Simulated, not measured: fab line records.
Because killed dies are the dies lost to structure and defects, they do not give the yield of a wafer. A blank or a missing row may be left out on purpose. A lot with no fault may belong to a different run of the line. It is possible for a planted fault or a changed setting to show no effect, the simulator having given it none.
The tool behind it: which one? || flow gf180mcu || 6 lots (18 wafers sampled), 1 step of a 602-step route

== WHAT THE GAUGES SHOWED, per wafer ==
GF_DUAL_GATE_THK_MEAS_03.
{"lot": "L465", "measured": "day 8 01:25", "on": "film metro-03", "DUAL_GATE_OXIDATION_00_THK (nm)": "10.83 10.80 10.71"}
{"lot": "L468", "measured": "day 8 20:21", "on": "film metro-01", "DUAL_GATE_OXIDATION_00_THK (nm)": "10.58 10.45 10.76"}
{"lot": "L472", "measured": "day 9 20:31", "on": "film metro-04", "DUAL_GATE_OXIDATION_00_THK (nm)": "10.88 11.10 10.89"}
{"lot": "L476", "measured": "day 10 22:37", "on": "film metro-01", "DUAL_GATE_OXIDATION_00_THK (nm)": "11.04 11.04 10.92"}
{"lot": "L478", "measured": "day 11 14:29", "on": "film metro-01", "DUAL_GATE_OXIDATION_00_THK (nm)": "10.64 10.69 11.04"}
{"lot": "L486", "measured": "day 14 00:58", "on": "film metro-03", "DUAL_GATE_OXIDATION_00_THK (nm)": "10.91 11.06 11.06"}

== WHAT TOOL EACH LOT RAN ON (gives the tool, then ch and the chambers of the sampled wafers, and finally the start) ==
Record: no process step prior to these readings.

== THE ANSWER, worked out from the rows above alone ==
Rule: usual is defined by the lots themselves. Put in order of their means at a reading, lots are off if they are a third of the lots or fewer, leave a main group of 4 or more, and stand apart from it by a gap of 3 or more times the standard deviation of the main group's means; of several such gaps the widest counts. A main group is skipped when, at the precision printed for the reading in the tables above, its means are all equal. A lot without any number at a reading at which 4 lots or more have one is off too. Any other lot the step has rows for is counted as sound.
No lot is off on any of the readings shown, so nothing can be concluded from this.

== WHAT THE SIMULATOR PUT IN ==
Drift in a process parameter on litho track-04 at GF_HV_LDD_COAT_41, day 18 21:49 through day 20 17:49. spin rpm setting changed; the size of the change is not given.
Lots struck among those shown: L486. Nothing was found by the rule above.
